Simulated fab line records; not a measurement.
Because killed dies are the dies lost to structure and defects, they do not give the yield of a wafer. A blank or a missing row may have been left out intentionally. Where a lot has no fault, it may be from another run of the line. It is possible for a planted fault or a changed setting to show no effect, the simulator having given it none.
Problem report in the 8D (eight disciplines) form, filled by code | flow gf180mcu | the parts of the form that need people (team, actions taken, sign-off) are left out

== 1. WHAT IS WRONG ==
Across 6 wafers from 2 lots, CONTACT_W_RS at GF_CONTACT_RS_MEAS_25 averages 0.545 ohm/sq, while fault-free wafers read 0.381 ohm/sq with a standard deviation of 0.0042. Measured from the usual mean, that is +39 standard deviations.
The step: measures by four-point-probe.
First seen on wafer L497.3, day 18 20:45, on filmMetro-04. The record holds 33 wafers of 11 lots with a number at this step. By rule, "out" or "out of limits" means more than 4 standard deviations away from the usual mean. All remaining wafers that have a number are taken as sound.

== 2. WHAT IT IS; WHAT IT IS NOT ==
question                    | is                     | is not
which readings at this step | CONTACT_W_RS           | -
which lots                  | L497, L498             | L492, L493, L494, L504, L506, L507, L508, L509, L512
which wafers of those lots  | all that have a number | -
read on which gauges        | filmMetro-04           | filmMetro-01, filmMetro-03
when                        | from day 18 20:45      | up to then (9 sound wafers); but 18 sound wafers of L504, L506, L507, L508, L509, L512 came after

== 3. SUSPECTS, AND WHAT RULES EACH OUT ==
Counting: a tool at any process step up to the reading remains a suspect when it ran all the lots that are out and ran no sound lot after the first of those.
- ruled out: the gauge at GF_CONTACT_RS_MEAS_25. All the wafers that are out were read on filmMetro-04, but those of them that GF_CONTACT_CVD_24 has rows for are out there too, on other tools.
- cvdW-02 at GF_CONTACT_CVD_24 (deposits W, target thk 300 nm, time 90.339 s): ruled out as a lasting fault. Sound lots L507, L508, L512 ran on it after its first lot that is out, L497 (day 18 20:39).
Left after counting: nothing in the record.

== 4. THE CAUSE (what the simulator had put in) ==
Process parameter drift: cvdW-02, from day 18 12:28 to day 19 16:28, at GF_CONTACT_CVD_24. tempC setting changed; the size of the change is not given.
Counting ruled it out, wrongly: the rule takes a fault to strike every lot that its tool runs from its start on, and this one did not.

== 5. THE CHAIN OF EFFECTS, in route order ==
Each row: a reading where the mean over the struck wafers with a number is more than 3 standard deviations away from the usual. Readings are gone through only where the record gives a usual standard deviation; hours: the median, over the lots, of the time from a lot's start at the first step in this table giving one to that lot's start at this step; sigmas: the change measured in usual standard deviations.
hours | step                   | reading           | usual        | on struck wafers | change | sigmas
0     | GF_CONTACT_CVD_24      | heaterPowerOuterW | 474 W        | 392              | -82    | -3.4
0     | GF_CONTACT_CVD_24      | susceptorTempC    | 400.02 C     | 382.15           | -17.87 | -81
0     | GF_CONTACT_RS_MEAS_25  | CONTACT_W_RS      | 0.381 ohm/sq | 0.545            | +0.164 | +39
0     | GF_CONTACT_THK_MEAS_26 | CONTACT_W_THK     | 309 nm       | 215              | -94    | -22
0     | GF_CONTACT_CMP_27      | timeToEndpointS   | 71 s         | 52               | -19    | -4.8
The process steps in it:
- GF_CONTACT_CVD_24: deposits W, target thk 300 nm, time 90.339 s.
- GF_CONTACT_CMP_27: polishes, stops on SiO2, t overpolish 15 s, target thk 0 nm.

== 6. HOW IT WOULD HAVE BEEN CAUGHT EARLIER ==
The first out-of-limits reading at a measuring or inspecting step in this record came at day 18 20:45, 8 hours after the fault's start at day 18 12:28.
The tool's own readings at GF_CONTACT_CVD_24 were out on every struck wafer that the step has a row for (susceptorTempC): an alarm limit on them would have fired on the first of those.
